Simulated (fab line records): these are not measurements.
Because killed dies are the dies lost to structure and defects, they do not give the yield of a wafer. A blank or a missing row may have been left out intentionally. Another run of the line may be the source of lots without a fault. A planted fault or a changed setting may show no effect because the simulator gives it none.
Matching of chambers -- flow sfq_line -- cmp-01 running SFQ_TRILAYER_A5B_CMP_CMP_130: 4 sister chambers
The step polishes, stops on Nb, target thk 340.7 nm. 4 wafers are shown with their chamber, then 7 later ones without.

== WAFERS WITH THEIR CHAMBER ==
wafer,chamber,motor_current_A (A)
L545.3,3,10.6
L564.6,1,10.3
L566.4,0,8.6
L566.2,2,10.4

== WAFERS MISSING THEIR CHAMBER ==
wafer,motor_current_A (A)
L566.6,8.3
L567.1,9.7
L567.5,11.5
L567.6,8.9
L568.1,10.8
L568.5,10.0
L568.6,9.9

== WHICH CHAMBER EACH ONE RAN IN ==
wafer,from the rows above,in truth
L566.6,0,0
L567.1,can't be placed: 1 or 2 or 3 or 0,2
L567.5,can't be placed: 3 or 2 or 1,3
L567.6,0,0
L568.1,can't be placed: 3 or 2 or 1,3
L568.5,can't be placed: 1 or 2 or 3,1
L568.6,can't be placed: 1 or 2 or 3 or 0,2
Placed correctly: 2 of 7. From these rows, 5 cannot be placed; in 5 the true chamber is one of the candidates. Placed wrongly: 0.
How it was worked out, from the rows above alone: a wafer's distance from a chamber is the root of the sum, over the readings, of the square of ((its reading less the chamber's mean) divided by the reading's scatter). The wafer belongs to the nearest chamber; if the next one is less than 2 further off, it can't be placed. Each chamber's mean is taken over the wafers shown for it. The scatter: with one shown wafer a chamber, the root of the mean of the squares of how far each hidden wafer lies from its nearest shown one.
